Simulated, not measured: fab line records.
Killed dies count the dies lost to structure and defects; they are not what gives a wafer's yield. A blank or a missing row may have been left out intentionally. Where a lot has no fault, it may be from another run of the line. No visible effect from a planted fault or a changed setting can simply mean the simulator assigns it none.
8D (eight disciplines) problem report, filled in by code -- flow gf180mcu -- the parts of the form that need people (team, actions taken, sign-off) are left out

## 1. PROBLEM STATEMENT
Wafers without a fault read 85.70 W, standard deviation 0.078; heater power total W at GF_POLY_GATE_PEB_08 reads a mean of 88.24 W on 2 wafers belonging to 2 lots. Measured from the usual mean, that is +33 standard deviations.
The step: peb time 90 s.
Earliest sighting: wafer L365.3 on litho track-04 at day 11 13:58. Wafers with a number at this step in the record: 40, from 14 lots. Rule for "out" (also "out of limits"): further than 4 standard deviations from the usual mean. Any other wafer with a number is counted as sound.

## 2. WHAT IT IS AND WHAT IT IS NOT
question,is,is not
which readings at this step,heater power total W,-
which lots,"L365, L368","L358, L360, L361, L372, L373, L374, L375, L377, L378, L379, L380, L381"
which wafers of those lots,"L365.3, L368.4","L365.2, L368.5"
read on which tools,litho track-04,"litho track-01, litho track-03"
when,from day 11 13:58,"up to then (10 sound wafers); but 28 sound wafers of L368, L372, L373, L374, L375, L377, L378, L379, L380, L381 came after"

## 3. SUSPECTS, AND WHAT RULES EACH OUT
Counting: a tool at a process step up to the reading stays a suspect if it ran every lot that is out. Sound lots after the first of them don't rule it out here, since some wafers of a struck lot are sound.
- litho track-04 at GF_POLY_GATE_PEB_08 (peb time 90 s): kept. It ran every lot that is out, first L365 (day 11 13:58); its last sound lot up to then is L360 (day 9 19:37). Its own heater power total W readings are out on those wafers.
Remaining after the count: litho track-04 at GF_POLY_GATE_PEB_08.

## 4. THE CAUSE (what the simulator had put in)
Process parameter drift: litho track-04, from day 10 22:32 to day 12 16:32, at GF_POLY_GATE_PEB_08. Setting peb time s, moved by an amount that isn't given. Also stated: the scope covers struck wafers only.
This tool alone remained once counting was done.

## 5. SEQUENCE OF EFFECTS, ordered by route
Rows list readings where the struck wafers' mean (over those with a number) sits beyond 3 standard deviations from the usual. Only readings for which the record gives a usual standard deviation are gone through. hours: the time from each lot's start at the first step in this table that gives one to its start at this step, as a median over the lots. sigmas: the change in usual standard deviations.
hours,step,reading,usual,on struck wafers,change,sigmas
0,GF_POLY_GATE_PEB_08,heater power total W,85.70 W,88.24,+2.54,+33
It contains these process steps:
- GF_POLY_GATE_PEB_08: peb time 90 s.
At these later measuring or inspecting steps, every struck wafer for which the step has a row has a number for every such reading, and none has moved that far: GF_HV_LDD_OVL_MEAS_08.

## 6. WHAT WOULD HAVE CAUGHT IT SOONER
In this record no reading fell out of limits until day 11 13:58, 15 hours after the fault had begun at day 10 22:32.
